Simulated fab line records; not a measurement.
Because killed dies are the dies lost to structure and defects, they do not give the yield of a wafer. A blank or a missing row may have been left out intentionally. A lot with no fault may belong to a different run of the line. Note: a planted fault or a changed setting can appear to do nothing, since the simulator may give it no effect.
Chamber matching :: flow sky130 :: cmp-02 running SKY_VIA2_CMP_02: 4 sister chambers
The step polishes SiO2. 7 wafers are shown with their chamber, then 8 later ones without.

EACH WAFER AND ITS CHAMBER
wafer: L404.6
chamber: 1
motor current A (A): 13.8
head pressure psi (psi): 4.004

wafer: L409.4
chamber: 0
motor current A (A): 13.9
head pressure psi (psi): 4.014

wafer: L412.5
chamber: 3
motor current A (A): 12.3
head pressure psi (psi): 3.999

wafer: L413.2
chamber: 1
motor current A (A): 13.2
head pressure psi (psi): 4.001

wafer: L413.4
chamber: 2
motor current A (A): 10.3
head pressure psi (psi): 4.012

wafer: L413.5
chamber: 3
motor current A (A): 11.8
head pressure psi (psi): 3.996

wafer: L415.1
chamber: 2
motor current A (A): 10.2
head pressure psi (psi): 4.002

WAFERS MISSING THEIR CHAMBER
wafer: L415.2
motor current A (A): 12.7
head pressure psi (psi): 4.012

wafer: L415.6
motor current A (A): 10.0
head pressure psi (psi): 4.004

wafer: L425.1
motor current A (A): 12.5
head pressure psi (psi): 4.008

wafer: L425.3
motor current A (A): 10.4
head pressure psi (psi): 4.008

wafer: L425.6
motor current A (A): 14.5
head pressure psi (psi): 4.016

wafer: L426.2
motor current A (A): 12.9
head pressure psi (psi): 4.003

wafer: L426.3
motor current A (A): 12.0
head pressure psi (psi): 4.013

wafer: L426.4
motor current A (A): 14.3
head pressure psi (psi): 3.997

EACH ONE'S CHAMBER
wafer: L415.2
from the rows above: can't be placed: 1 or 0 or 3
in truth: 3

wafer: L415.6
from the rows above: 2
in truth: 2

wafer: L425.1
from the rows above: can't be placed: 3 or 1 or 0
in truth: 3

wafer: L425.3
from the rows above: 2
in truth: 2

wafer: L425.6
from the rows above: 0
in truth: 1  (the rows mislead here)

wafer: L426.2
from the rows above: can't be placed: 1 or 3
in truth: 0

wafer: L426.3
from the rows above: can't be placed: 3 or 1
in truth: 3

wafer: L426.4
from the rows above: can't be placed: 1 or 0
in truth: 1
Placed correctly: 2 of 8. From these rows, 5 cannot be placed; in 4 the true chamber is one of the candidates. Number placed wrongly: 1.
How it was worked out, from the rows above alone: a wafer's distance from a chamber is the root of the sum, over the readings, of the square of ((its reading less the chamber's mean) divided by the reading's scatter). The wafer belongs to the nearest chamber; if the next one is less than 2 further off, it can't be placed. Each chamber's mean is taken over the wafers shown for it. How the scatter is found: for the shown wafers, subtract from each reading the mean of its chamber, square and add these, divide the total by (wafers less chambers), then take the root.
